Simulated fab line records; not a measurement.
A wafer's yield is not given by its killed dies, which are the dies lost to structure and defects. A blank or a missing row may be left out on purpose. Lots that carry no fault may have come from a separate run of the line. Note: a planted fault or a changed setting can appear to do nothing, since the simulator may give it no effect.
2 desks, one fault | flow sky130 | each desk holds nothing but its own numbers, with what lay behind them at the end

== AT THE TOOL OWNER'S DESK: implanter-01 ==
For each lot that ran on this tool, the mean over its sampled wafers that have a number, from the tool's own readings at SKY_NWELL_IMPLANT_24. A lot is out of limits, marked OUT, if its mean lies more than 4 standard deviations from the usual mean; the brackets give that distance.
Columns: A = dose-ions-cm2 at SKY_NWELL_IMPLANT_24, usual 9.199e+12; B = faraday-current-uA at SKY_NWELL_IMPLANT_24, usual 51.9
lot  | first seen here | A                   | B
L583 | day 6 02:24     | 9.202e+12           | 51.6
L585 | day 6 10:43     | 9.201e+12           | 51.6
L592 | day 7 20:50     | 9.207e+12           | 50.2
L594 | day 8 04:34     | 8.502e+12 (-77) OUT | 48.8
L595 | day 8 07:26     | 8.493e+12 (-78) OUT | 48.1 (-4.1) OUT
This desk's verdict: out of limits on L594, L595, starting with L594 at day 8 04:34 (dose-ions-cm2 at SKY_NWELL_IMPLANT_24). L583, L585, L592 stayed within limits.

== THE METROLOGY DESK ==
What the gauges read for every lot (on any tool): the sampled wafers with a number, averaged. A lot is out of limits, marked OUT, if its mean lies more than 4 standard deviations from the usual mean; the brackets give that distance.
Columns: A = NWELL_01_OVL at SKY_NWELL_OVL_MEAS_23, usual -0.5 nm; B = NWELL_2_TW at SKY_NWELL_TW_MEAS_26, usual 497; C = PWDE_RS at SKY_NWELL_RS_MEAS_31, usual 5279 ohm/sq; D = cd-nm at SKY_VT_ADJUST_HVTP_CD_MEAS_07, usual 380.6 nm
lot  | first seen here | A    | B   | C    | D
L583 | day 6 02:20     | 0.2  | 503 | 5284 | 383.3
L584 | day 6 02:28     | 0.8  | 500 | 5261 | 375.8
L585 | day 6 10:37     | -0.3 | 502 | 5287 | 380.8
L586 | day 6 14:10     | -0.5 | 500 | 5257 | 378.5
L587 | day 6 16:37     | -2.0 | 500 | 5268 | 382.0
L588 | day 6 17:26     | -1.2 | 500 | 5253 | 379.4
L589 | day 7 03:22     | -1.1 | 497 | 5272 | 380.0
L590 | day 7 04:11     | 0.1  | 497 | 5308 | 379.8
L592 | day 7 20:46     | -1.9 | 497 | 5293 | 382.1
L594 | day 8 04:32     | -1.2 | 486 | 5274 | 380.5
L595 | day 8 07:24     | -0.3 | 480 | 5272 | 380.0
L597 | day 8 19:12     | 1.2  | 499 | 5264 | 377.4
L605 | day 10 21:58    | 1.7  | 502 | 5296 | 376.6
Finding of this desk: none of the 13 lots has anything out of limits.

== BROUGHT TOGETHER ==
The tool owner's desk had the chance to raise an alarm at day 8 04:34 on L594, L595.
At the metrology desk, nothing out of limits was observed.
The metrology desk has L594, L595 on record, within its limits.
On implanter-01, each named lot ran SKY_NWELL_IMPLANT_24.

== WHAT WAS PUT IN BY THE SIMULATOR ==
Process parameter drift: implanter-01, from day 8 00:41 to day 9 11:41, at SKY_NWELL_IMPLANT_24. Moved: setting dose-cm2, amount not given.
Shown lots that were struck: L594, L595.
How many hours passed from the start of the fault until each desk's first out-of-limits reading: the tool owner's desk, 4.
